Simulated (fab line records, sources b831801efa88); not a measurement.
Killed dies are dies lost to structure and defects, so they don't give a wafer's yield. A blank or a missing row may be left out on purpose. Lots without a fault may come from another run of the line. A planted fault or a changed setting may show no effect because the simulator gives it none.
Chamber matching | flow sky130 | SKY_VIA1_CMP_02 on cmp-01: 4 sister chambers
The step polishes SiO2. 8 wafers are shown with their chamber, then 12 later ones without.

WAFERS WITH THEIR CHAMBER
wafer  | chamber | motor_current_A (A) | slurry_flow_ml_min
L091.3 | 1       | 11.2                | 149.6
L092.2 | 3       | 13.6                | 150.2
L093.2 | 0       | 14.9                | 149.0
L093.5 | 2       | 11.9                | 150.1
L093.6 | 1       | 11.4                | 151.0
L094.1 | 2       | 11.9                | 149.9
L094.5 | 0       | 14.1                | 149.8
L094.6 | 3       | 13.5                | 150.5

WAFERS WITHOUT THEIR CHAMBER
wafer  | motor_current_A (A) | slurry_flow_ml_min
L095.1 | 13.1                | 150.2
L095.2 | 14.4                | 150.8
L095.3 | 11.6                | 150.3
L095.4 | 11.3                | 150.2
L095.5 | 12.9                | 149.8
L095.6 | 12.3                | 150.9
L096.2 | 14.6                | 149.8
L096.4 | 11.8                | 150.7
L096.5 | 13.2                | 149.7
L097.1 | 11.3                | 150.3
L097.5 | 12.9                | 150.3
L097.6 | 11.6                | 149.8

WHICH CHAMBER EACH WENT THROUGH
wafer  | from the rows above     | in truth
L095.1 | 3                       | 3
L095.2 | can't be placed: 0 or 3 | 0
L095.3 | can't be placed: 1 or 2 | 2
L095.4 | can't be placed: 1 or 2 | 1
L095.5 | can't be placed: 3 or 2 | 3
L095.6 | can't be placed: 2 or 1 | 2
L096.2 | 0                       | 0
L096.4 | can't be placed: 2 or 1 | 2
L096.5 | 3                       | 3
L097.1 | 1                       | 1
L097.5 | can't be placed: 3 or 2 | 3
L097.6 | can't be placed: 2 or 1 | 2
Placed correctly: 4 of 12. Can't be placed from these rows: 8 (the true chamber is among the candidates in 8). Placed wrongly: 0.
How it was worked out, from the rows above alone: a wafer's distance from a chamber is the root of the sum, over the readings, of the square of ((its reading less the chamber's mean) divided by the reading's scatter). The wafer belongs to the nearest chamber; if the next one is less than 2 further off, it can't be placed. A chamber's mean is the mean of its shown wafers. The scatter: the root of (the sum of the squares of (reading less its chamber's mean) over the shown wafers, divided by (wafers less chambers)).
